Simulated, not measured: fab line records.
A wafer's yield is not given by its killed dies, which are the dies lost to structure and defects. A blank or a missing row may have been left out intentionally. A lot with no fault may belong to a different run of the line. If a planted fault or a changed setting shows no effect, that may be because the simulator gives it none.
The tool behind it: which one? -- flow gf180mcu -- 41 wafers from 14 lots sampled at 2 of the route's 602 steps

WHAT EACH GAUGE READ, for each wafer
GF_M2_RS_MEAS_05: measures by four-point-probe.
lot,measured,on,M2_ALCU_RS (ohm/sq)
L619,day 18 13:44,film-metro-01,0.0696 0.0703 0.0702
L620,day 18 14:35,film-metro-02,0.0699 0.0688 0.0691
L621,day 19 06:13,film-metro-01,0.0683 0.0682 0.0681
L623,day 19 23:42,film-metro-04,0.0696 0.0697 0.0698
L624,day 20 01:37,film-metro-01,0.0679 0.0683 0.0670
L626,day 20 23:12,film-metro-04,0.0695 0.0699 0.0703
L627,day 21 08:10,film-metro-01,0.0684 0.0680
L630,day 22 10:58,film-metro-01,0.0686 0.0687 0.0691
L637,day 24 20:19,film-metro-02,0.0691 0.0694 0.0686
L638,day 24 21:55,film-metro-04,0.0702 0.0704 0.0704
L639,day 25 06:46,film-metro-01,0.0699 0.0693 0.0691
L640,day 25 17:37,film-metro-02,0.0698 0.0696 0.0690
L641,day 25 19:40,film-metro-01,0.0702 0.0701 0.0706
L642,day 26 03:06,film-metro-02,0.0690 0.0701 0.0705

EACH LOT AND THE TOOL THAT RAN IT (in order: tool; ch and the chambers of the sampled wafers; start)
lot,GF_M2_SPUTTER_04
L619,"pvd-sputter-02, day 18 13:41"
L620,"pvd-sputter-04, day 18 14:32"
L621,"pvd-sputter-04, day 19 06:07"
L623,"pvd-sputter-02, day 19 23:37"
L624,"pvd-sputter-01, day 20 01:34"
L626,"pvd-sputter-04, day 20 23:10"
L627,"pvd-sputter-01, day 21 08:04"
L630,"pvd-sputter-04, day 22 10:55"
L637,"pvd-sputter-04, day 24 20:14"
L638,"pvd-sputter-02, day 24 21:50"
L639,"pvd-sputter-02, day 25 06:43"
L640,"pvd-sputter-02, day 25 17:34"
L641,"pvd-sputter-04, day 25 19:37"
L642,"pvd-sputter-04, day 26 03:01"
- GF_M2_SPUTTER_04: material TiN, target thk 50 nm, time 41.7 s.

AS READ BY THE TOOLS THEMSELVES (means over the sampled wafers that have a number; for cases with no such wafer, the mark the record gives instead)
GF_M2_SPUTTER_04.
lot,tool,throttle-valve-pct (%)
L619,pvd-sputter-02,30.6
L620,pvd-sputter-04,29.9
L621,pvd-sputter-04,30.1
L623,pvd-sputter-02,30.9
L624,pvd-sputter-01,30.1
L626,pvd-sputter-04,29.6
L627,pvd-sputter-01,29.8
L630,pvd-sputter-04,30.2
L637,pvd-sputter-04,30.3
L638,pvd-sputter-02,30.6
L639,pvd-sputter-02,30.8
L640,pvd-sputter-02,30.7
L641,pvd-sputter-04,30.3
L642,pvd-sputter-04,30.1

THE ANSWER, worked out from the rows above alone
Rule: usual is defined by the lots themselves. The widest of any qualifying gaps counts: lots, ordered by their means at a reading, are off when they make up no more than a third of the lots, leave a main group of 4 or more, and stand apart from it by 3 or more times the standard deviation of that group's means. A main group is skipped when, at the precision printed for the reading in the tables above, its means are all equal. A lot without any number at a reading at which 4 lots or more have one is off too. All remaining lots with rows at the step are treated as sound. Order of review: gauges by route order, followed by the tools' own readings, for which a lot's mean as printed above is used. At the first step where some lot is off, the reading lying furthest off is the one used; lots without a number count as furthest.
Nothing can be told from this: no lot is off at any reading shown.

WHAT THE SIMULATOR PUT IN
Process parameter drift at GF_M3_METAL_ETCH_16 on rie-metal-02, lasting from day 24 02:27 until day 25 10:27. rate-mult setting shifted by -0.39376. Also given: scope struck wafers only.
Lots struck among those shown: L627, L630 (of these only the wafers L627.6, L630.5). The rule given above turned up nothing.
